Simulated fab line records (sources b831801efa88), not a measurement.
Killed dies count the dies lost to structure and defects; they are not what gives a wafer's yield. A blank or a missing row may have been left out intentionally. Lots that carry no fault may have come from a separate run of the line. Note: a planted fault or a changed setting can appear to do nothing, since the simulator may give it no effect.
A struck lot beside a sound one | flow gf180mcu | 18 out of 602 route steps
Sound: wafers L713.3, L713.4, L713.5. The struck wafers were L716.3, L716.5, L716.6. At the end, the cause is stated.
Order at every step that has rows: each side's tool, ch and its chambers, its first start. Under that, the readings that differ: sound wafers | struck wafers | difference of the means | sigmas: that difference in standard deviations of wafers without a fault.
alike: same words and numbers on both sides, and readings whose means sit less than 2 such deviations apart. not compared: any withheld reading, any reading some wafer has no value for, any bound like >300 that may hide the same value, and any number with overlapping values for which the record gives no deviation.
Wherever a step has rows on one side only, a row that says differs or no value, or a row with sigmas, the two part there. Numbers that don't overlap but have no deviation are shown without sigmas and don't part them. A reading missing from all wafers of one side parts the sides only when that side holds two or more wafers.

first, 3 steps without rows for these wafers: GF_V2_EXPOSE_11 (exposes mask Via2, target cd 260 nm); GF_V2_PEB_12 (peb time 90 s); GF_V2_DEVELOP_13 (develop time 60 s).
GF_V2_CD_MEAS_14: the cd target is 260 nm.
  sound on cd_sem-02, day 23 15:33; struck on cd_sem-02, day 24 15:23
  reading    | sound             | struck            | difference | sigmas
  cd_nm (nm) | 262.2 263.5 262.5 | 261.1 259.1 259.1 | -3.0       | -3
GF_V2_OVL_MEAS_15:
  sound on overlay-02, day 23 15:38; struck on overlay-02, day 24 15:28
  alike: V2_OVL
then, 1 step without rows for these wafers: GF_V2_ETCH_16 (etches BARC in N2/H2).
GF_V2_ETCH_17: etches SiO2 in C4F8/O2/Ar, stops on TiN, target depth 630 nm.
  sound on rie_diel-02 ch 2,3; struck on rie_diel-04 ch 0,1,2
  alike: oes_product_au, rf_fwd_power_W
GF_V2_STRIP_18: strips in O2/N2.
  sound on plasma_asher-02 ch 0,1, day 23 15:49; struck on plasma_asher-03 ch 0,1, day 24 15:40
  reading                     | sound       | struck      | difference | sigmas
  drypump_motor_current_A (A) | 6.5 6.0 6.0 | 4.9 5.5 4.9 | -1.1       | -2
  heater_power_w (W)          | 376 357 352 | 320 322 317 | -42        | -2
  alike: oes_product_au
  not compared: rf_hours_counter_h
then, 2 steps without rows for these wafers: GF_V2_STRIP_19 (strips in post etch residue remover, time 1200 s); GF_V2_CLEAN_20 (cleans in DIW).
GF_V2_SPUTTER_21: material Ti, target thk 15 nm, time 80.02 s.
  sound on pvd_sputter-04, day 23 16:19; struck on pvd_sputter-04, day 24 16:10
  alike: throttle_valve_pct
GF_V2_SPUTTER_22: material TiN, target thk 10 nm, time 40 s.
  sound on pvd_sputter-04, day 23 16:23; struck on pvd_sputter-04, day 24 16:13
  alike: throttle_valve_pct
GF_V2_CVD_23: deposits W, target thk 350 nm, time 104.94 s.
  sound on cvd_w-01 ch 0,1, day 23 16:28; struck on cvd_w-02 ch 0,1, day 24 16:18
  reading                          | sound             | struck            | difference | sigmas
  model.W_of_V2_CVD_23.thk_nm (nm) | 359.3 355.7 353.4 | 267.9 272.6 271.2 | -85.6      |
  alike: heater_power_w
GF_V2_RS_MEAS_24: measurement is done with a four-point probe.
  sound on film_metro-03, day 23 16:35; struck on film_metro-03, day 24 16:25
  reading          | sound             | struck            | difference | sigmas
  V2_W_RS (ohm/sq) | 0.319 0.322 0.324 | 0.429 0.423 0.424 | +0.104     | +30
GF_V2_THK_MEAS_25: measures by xrf.
  sound on film_metro-03, day 23 16:41; struck on film_metro-03, day 24 16:31
  reading       | sound       | struck      | difference | sigmas
  V2_W_THK (nm) | 366 362 358 | 272 275 274 | -88        | -15
GF_V2_CMP_26: polishes, stops on SiO2, t overpolish 15 s, target thk 0 nm.
  sound on cmp-02 ch 0,1,2, day 23 16:49; struck on cmp-02 ch 0,1,2, day 24 16:41
  reading                | sound    | struck   | difference | sigmas
  time_to_endpoint_s (s) | 85 84 85 | 62 62 61 | -23        | -7
  alike: motor_current_A, slurry_filter_dp_kPa
GF_M3_SPUTTER_00: material Ti, target thk 37.5 nm, time 150 s.
  sound on pvd_sputter-03, day 23 17:01; struck on pvd_sputter-03, day 24 16:53
  alike: throttle_valve_pct
-- the record jumps here: 8 days lie between the struck wafers' starts before and after (it left off in module M3 and takes up again in module PASSIVATION, whose first step shown is number 602 of the route) --
GF_PASSIVATION_PROBE_99:
  only the struck wafers here have rows in the record (prober-01, day 32 10:26); the sound ones have none

== WHERE THEY PART ==
At GF_V2_CD_MEAS_14 first; at GF_PASSIVATION_PROBE_99 last (within this record only).

WHY: what had been put in by the simulator
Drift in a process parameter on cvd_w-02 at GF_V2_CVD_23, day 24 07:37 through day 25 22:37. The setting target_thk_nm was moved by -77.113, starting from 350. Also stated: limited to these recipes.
